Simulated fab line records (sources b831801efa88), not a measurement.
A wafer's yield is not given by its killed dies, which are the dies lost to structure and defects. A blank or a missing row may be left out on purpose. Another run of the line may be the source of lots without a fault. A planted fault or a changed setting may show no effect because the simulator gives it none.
The tool behind it: which one?    flow gf180mcu    Sampling: 13 lots, 39 wafers, 3 of 602 route steps

## WHAT THE GAUGES SHOWED, per wafer
GF_SAB_CD_MEAS_09: the cd target is 420 nm.
lot   measured      on        cdNm (nm)
L317  day 15 04:50  cdSem-02  415.4 417.8 417.7
L318  day 15 15:05  cdSem-02  422.5 422.5 420.1
L319  day 16 00:02  cdSem-02  420.7 420.1 420.8
L321  day 16 11:38  cdSem-02  416.8 419.1 416.9
L322  day 16 20:47  cdSem-01  420.6 422.2 421.6
L328  day 19 01:50  cdSem-02  418.1 420.6 419.0
L331  day 20 05:15  cdSem-02  422.9 420.6 422.6
L332  day 20 14:13  cdSem-02  421.4 421.1 419.0
L334  day 21 06:39  cdSem-01  421.7 421.1 422.7
L335  day 21 14:49  cdSem-02  418.9 417.8 417.5
L336  day 22 01:29  cdSem-02  421.6 422.7 419.5
L338  day 22 18:35  cdSem-01  420.1 421.8 421.4
L340  day 23 06:22  cdSem-01  418.7 419.0 419.6

GF_CONTACT_OVL_MEAS_15.
lot   measured      on          CONTACT_OVL (nm)
L317  day 16 04:07  overlay-02  -2 -1 -3
L318  day 16 15:10  overlay-02  -3 -7 0
L319  day 17 00:45  overlay-01  1 3 -2
L321  day 17 11:49  overlay-01  4 8 8
L322  day 17 21:00  overlay-02  -3 -7 -2
L328  day 20 03:55  overlay-01  10 7 9
L331  day 21 06:49  overlay-01  4 0 0
L332  day 21 16:34  overlay-02  1 3 1
L334  day 22 07:52  overlay-02  -1 0 0
L335  day 22 15:07  overlay-02  1 -8 2
L336  day 23 01:16  overlay-02  0 7 2
L338  day 23 18:47  overlay-02  -3 -3 -3
L340  day 24 06:16  overlay-01  1 -1 -5

## WHICH TOOL RAN EACH LOT (tool, then ch and the chambers of the sampled wafers, then the start)
lot   GF_POLY_GATE_ETCH_13
L317  rieSi-02 ch 0,1, day 9 06:51
L318  rieSi-02 ch 0,2,3, day 9 12:12
L319  rieSi-01 ch 0,1,3, day 9 22:16
L321  rieSi-01 ch 1,2,3, day 10 07:23
L322  rieSi-02 ch 0,1, day 10 15:51
L328  rieSi-02 ch 1,3, day 12 11:12
L331  rieSi-02 ch 0,1,2, day 13 11:36
L332  rieSi-01 ch 0,2, day 13 15:40
L334  rieSi-01 ch 1,2,3, day 14 08:08
L335  rieSi-01 ch 0,2,3, day 14 13:21
L336  rieSi-01 ch 0,2,3, day 14 20:57
L338  rieSi-01 ch 0,2,3, day 15 15:37
L340  rieSi-01 ch 0,2,3, day 16 05:18
- GF_POLY_GATE_ETCH_13: etches poly-Si in HBr/Cl2, stops on SiO2, target depth 198.5 nm, time 69.6 s.

## AS READ BY THE TOOLS THEMSELVES (means over the sampled wafers that have a number; for cases with no such wafer, the mark the record gives instead)
GF_POLY_GATE_ETCH_13.
lot   tool      drypumpMotorCurrentA (A)  mfcCl2Sccm (sccm)  oesProductAu (a.u.)  rfFwdPowerW (W)  throttleValvePct (%)
L317  rieSi-02  5.50                      49.99              0.993                396.9            33.680
L318  rieSi-02  5.84                      50.08              0.980                397.9            33.688
L319  rieSi-01  5.85                      49.99              0.990                397.3            33.690
L321  rieSi-01  5.94                      49.89              0.988                397.9            33.687
L322  rieSi-02  5.51                      49.91              0.987                396.7            33.684
L328  rieSi-02  5.45                      49.90              0.987                461.4            33.682
L331  rieSi-02  5.73                      50.05              0.995                460.0            33.680
L332  rieSi-01  5.93                      50.04              1.005                395.3            33.687
L334  rieSi-01  5.94                      49.91              0.994                397.8            33.681
L335  rieSi-01  5.94                      49.97              0.993                395.8            33.680
L336  rieSi-01  5.96                      50.11              0.992                396.4            33.683
L338  rieSi-01  5.97                      50.07              0.992                395.6            33.696
L340  rieSi-01  5.96                      50.09              0.983                398.1            33.690

## THE ANSWER, worked out from the rows above alone
Rule: what is usual is taken from the lots themselves. Put in order of their means at a reading, lots are off if they are a third of the lots or fewer, leave a main group of 4 or more, and stand apart from it by a gap of 3 or more times the standard deviation of the main group's means; of several such gaps the widest counts. A main group whose means are all the same, to the digits that the tables above print for the reading, isn't used. A lot without any number at a reading at which 4 lots or more have one is off too. Any other lot the step has rows for is counted as sound. After the gauges, taken in route order, come the tools' own readings; for these a lot's mean is taken, as printed above. At the first step where some lot is off, the reading lying furthest off is the one used; lots without a number count as furthest.
Off, at GF_POLY_GATE_ETCH_13 on rfFwdPowerW: L328, L331. The main group has a mean of 396.9 W with a standard deviation of 0.96.
A tool fits if, at that step or a process step before it, it ran every lot that is off, and no sound lot after the first of them. One fits: GF_POLY_GATE_ETCH_13 on rieSi-02. Its last sound lot is L322 (day 10 15:51), its first lot that is off L328 (day 12 11:12): a fault that began between those two fits.
The tool's own readings at GF_POLY_GATE_ETCH_13 bear it out: on the lots that are off they differ by more than 5 times the standard deviation of the sound lots' means. rfFwdPowerW reads 460.7 W there against 396.9 W on the sound lots.

## WHAT THE SIMULATOR HAD PUT IN
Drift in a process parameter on rieSi-02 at GF_POLY_GATE_ETCH_13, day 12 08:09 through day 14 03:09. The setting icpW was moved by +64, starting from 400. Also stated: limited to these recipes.
Struck lots among those shown: L328, L331. The rule given above showed the same thing.
